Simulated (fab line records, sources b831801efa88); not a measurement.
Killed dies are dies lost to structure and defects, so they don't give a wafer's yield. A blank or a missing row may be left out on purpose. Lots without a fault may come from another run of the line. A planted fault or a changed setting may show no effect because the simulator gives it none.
Chamber matching | flow sky130 | SKY_METAL3_ETCH_17 on rie_diel-01: 4 sister chambers
The step etches SiO2 in C4F8/O2/Ar, stops on TiN, time 3.9 s, target depth 15 nm. 16 wafers are shown with their chamber, then 8 later ones without.

WAFERS WITH THEIR CHAMBER
wafer  | chamber | oes_product_au (a.u.)
L074.2 | 1       | 0.759
L074.4 | 3       | 0.748
L074.5 | 2       | 0.764
L075.3 | 3       | 0.754
L075.5 | 0       | 0.757
L075.6 | 3       | 0.766
L079.2 | 2       | 0.750
L079.5 | 1       | 0.752
L079.6 | 2       | 0.756
L081.4 | 1       | 0.768
L081.5 | 0       | 0.762
L081.6 | 3       | 0.755
L087.2 | 3       | 0.759
L087.4 | 2       | 0.760
L087.5 | 3       | 0.753
L088.2 | 3       | 0.751

SIGNATURES (means of the wafers above)
reading        | chamber 0 | chamber 1 | chamber 2 | chamber 3 | scatter within a chamber
oes_product_au | 0.75950   | 0.75967   | 0.75750   | 0.75514   | 0.00616
Rule: a wafer's distance from a chamber is the root of the sum, over the readings, of the square of ((its reading less the chamber's mean) divided by the reading's scatter). The wafer belongs to the nearest chamber; if the next one is less than 2 further off, it can't be placed. The scatter: the root of (the sum of the squares of (reading less its chamber's mean) over the shown wafers, divided by (wafers less chambers)).

WAFERS WITHOUT THEIR CHAMBER
wafer  | oes_product_au (a.u.)
L088.4 | 0.740
L088.6 | 0.760
L091.2 | 0.756
L091.3 | 0.766
L091.6 | 0.767
L093.1 | 0.758
L093.3 | 0.764
L093.4 | 0.770

WHICH CHAMBER EACH WENT THROUGH
wafer  | from the rows above               | in truth
L088.4 | can't be placed: 3 or 2 or 0 or 1 | 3
L088.6 | can't be placed: 1 or 0 or 2 or 3 | 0
L091.2 | can't be placed: 3 or 2 or 0 or 1 | 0
L091.3 | can't be placed: 1 or 0 or 2 or 3 | 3
L091.6 | can't be placed: 1 or 0 or 2 or 3 | 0
L093.1 | can't be placed: 2 or 0 or 1 or 3 | 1
L093.3 | can't be placed: 1 or 0 or 2 or 3 | 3
L093.4 | can't be placed: 1 or 0 or 2 or 3 | 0
Placed correctly: 0 of 8. Can't be placed from these rows: 8 (the true chamber is among the candidates in 8). Placed wrongly: 0.
